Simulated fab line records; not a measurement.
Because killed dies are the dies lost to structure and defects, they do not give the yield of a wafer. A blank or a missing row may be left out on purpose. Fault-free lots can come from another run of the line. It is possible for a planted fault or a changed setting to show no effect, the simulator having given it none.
Which tool is to blame? ; flow sfq_line ; 21 wafers from 7 lots sampled at 3 of the route's 325 steps

## WHAT THE GAUGES SHOWED, per wafer
SFQ_M3_RS_MEAS_919: measures by four-point-probe.
lot;measured;on;M3_NB_RS (ohm/sq)
L515;day 31 19:45;film_metro-03;0.872 0.880 0.877
L519;day 32 14:46;film_metro-03;0.880 0.889 0.888
L524;day 36 07:02;film_metro-01;0.889 0.893 0.891
L527;day 38 07:17;film_metro-04;0.892 0.891 0.899
L531;day 45 22:25;film_metro-03;0.896 0.907 0.900
L535;day 46 21:10;film_metro-03;0.906 0.896 0.904
L537;day 47 08:07;film_metro-03;0.896 0.901 0.900

## WHICH TOOL RAN EACH LOT (tool, then ch and the chambers of the sampled wafers, then the start)
lot;SFQ_TRILAYER_I1_DEP_PECVD_045;SFQ_TRILAYER_M3_DEP_SPUTTER_073
L515;pecvd-03 ch 0,1,2, day 24 02:55;pvd_sputter-05, day 31 19:38
L519;pecvd-03 ch 0,1,2, day 24 14:55;pvd_sputter-05, day 32 14:40
L524;pecvd-02 ch 0,2, day 28 16:24;pvd_sputter-06, day 36 06:56
L527;pecvd-01 ch 0,1, day 30 15:52;pvd_sputter-06, day 38 07:11
L531;pecvd-01 ch 0,1,2, day 32 09:52;pvd_sputter-06, day 45 22:17
L535;pecvd-01 ch 0,1,2, day 33 11:58;pvd_sputter-03, day 46 21:05
L537;pecvd-02 ch 1,2, day 33 22:45;pvd_sputter-06, day 47 08:01
- SFQ_TRILAYER_I1_DEP_PECVD_045: deposits SiO2 from SiH4/N2O, time 111.11 s, target thk 500 nm.
- SFQ_TRILAYER_M3_DEP_SPUTTER_073: material Nb, target thk 200 nm, time 133.3 s.

## THE ANSWER, worked out from the rows above alone
Rule: what is usual is taken from the lots themselves. Put in order of their means at a reading, lots are off if they are a third of the lots or fewer, leave a main group of 4 or more, and stand apart from it by a gap of 3 or more times the standard deviation of the main group's means; of several such gaps the widest counts. A main group is skipped when, at the precision printed for the reading in the tables above, its means are all equal. Also off: a lot with no number at a reading for which 4 or more lots have one. Where the step has rows for the other lots, those lots are counted as sound.
None of the lots is off at any reading shown; this tells nothing.

## WHAT WAS PUT IN BY THE SIMULATOR
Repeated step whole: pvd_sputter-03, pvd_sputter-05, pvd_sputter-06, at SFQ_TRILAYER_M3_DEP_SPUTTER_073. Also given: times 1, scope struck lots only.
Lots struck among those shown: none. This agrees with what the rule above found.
